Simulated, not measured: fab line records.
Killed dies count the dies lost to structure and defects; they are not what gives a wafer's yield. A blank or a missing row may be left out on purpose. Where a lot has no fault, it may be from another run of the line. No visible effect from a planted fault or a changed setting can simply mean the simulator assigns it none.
A single fault, viewed from 2 desks -- flow sky130 -- each desk holds nothing but its own numbers, with what lay behind them at the end

## AT THE TOOL OWNER'S DESK: pvd_sputter-01
The tool's own readings at SKY_LOCAL_INTERCONNECT_SPUTTER_00 (material TiN, target thk 100 nm, time 83.3 s): means of the sampled wafers that have a number, for each lot that ran on this tool. If a lot's mean is further than 4 standard deviations from the usual mean, the lot is out of limits and carries the mark OUT (the distance appears in the brackets).
Columns: A = throttle_valve_pct at SKY_LOCAL_INTERCONNECT_SPUTTER_00, usual 30.5 %
lot,first seen here,A
L223,day 30 06:40,30.6
L224,day 30 20:45,30.3
L229,day 31 21:01,30.4
L232,day 32 20:04,30.3
L233,day 33 02:24,30.6
This desk's finding: nothing out of limits on any of the 5 lots.

## FROM THE METROLOGY DESK
What the gauges read, lot by lot, whatever tool the lot ran on: means of the sampled wafers that have a number. If a lot's mean is further than 4 standard deviations from the usual mean, the lot is out of limits and carries the mark OUT (the distance appears in the brackets).
Columns: A = LOCAL_INTERCONNECT_TIN_RS at SKY_LOCAL_INTERCONNECT_RS_MEAS_01, usual 14.18 ohm/sq; B = LOCAL_INTERCONNECT_TIN_THK at SKY_LOCAL_INTERCONNECT_THK_MEAS_02, usual 99.8 nm; C = METAL2_OVL at SKY_METAL2_OVL_MEAS_16, usual 0 nm
lot,first seen here,A,B,C
L222,day 30 01:05,14.11,100.7,-2
L223,day 30 06:46,14.23,99.5,-4
L224,day 30 20:52,13.90,101.8,11
L227,day 31 05:20,14.53,96.9,-3
L229,day 31 21:05,14.17,99.7,3
L232,day 32 20:11,15.29 (+4.8) OUT,93.6,1
L233,day 33 02:28,15.41 (+5.3) OUT,93.3 (-4.0) OUT,5
L242,day 35 16:37,14.42,98.2,-6
L243,day 36 08:20,14.24,99.7,-4
L245,day 36 15:35,14.19,99.7,-2
Finding of this desk: L232, L233 out of limits, first seen on L232 at day 32 20:11 (LOCAL_INTERCONNECT_TIN_RS at SKY_LOCAL_INTERCONNECT_RS_MEAS_01). L222, L223, L224, L227, L229, L242, L243, L245: within limits.

## BROUGHT TOGETHER
On L232, L233, the metrology desk was in a position to raise an alarm at day 32 20:11.
The tool owner's desk saw nothing out of limits.
The tool owner's desk has L232, L233 on record, within its limits.
SKY_LOCAL_INTERCONNECT_SPUTTER_00 was run on pvd_sputter-01 by each of the lots named.

## WHAT THE SIMULATOR PUT IN
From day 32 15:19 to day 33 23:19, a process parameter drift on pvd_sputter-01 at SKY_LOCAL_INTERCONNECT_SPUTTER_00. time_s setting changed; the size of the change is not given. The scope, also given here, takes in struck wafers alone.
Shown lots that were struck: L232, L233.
Time in hours between the start of the fault and the first out-of-limits reading at each desk: metrology desk, 5.
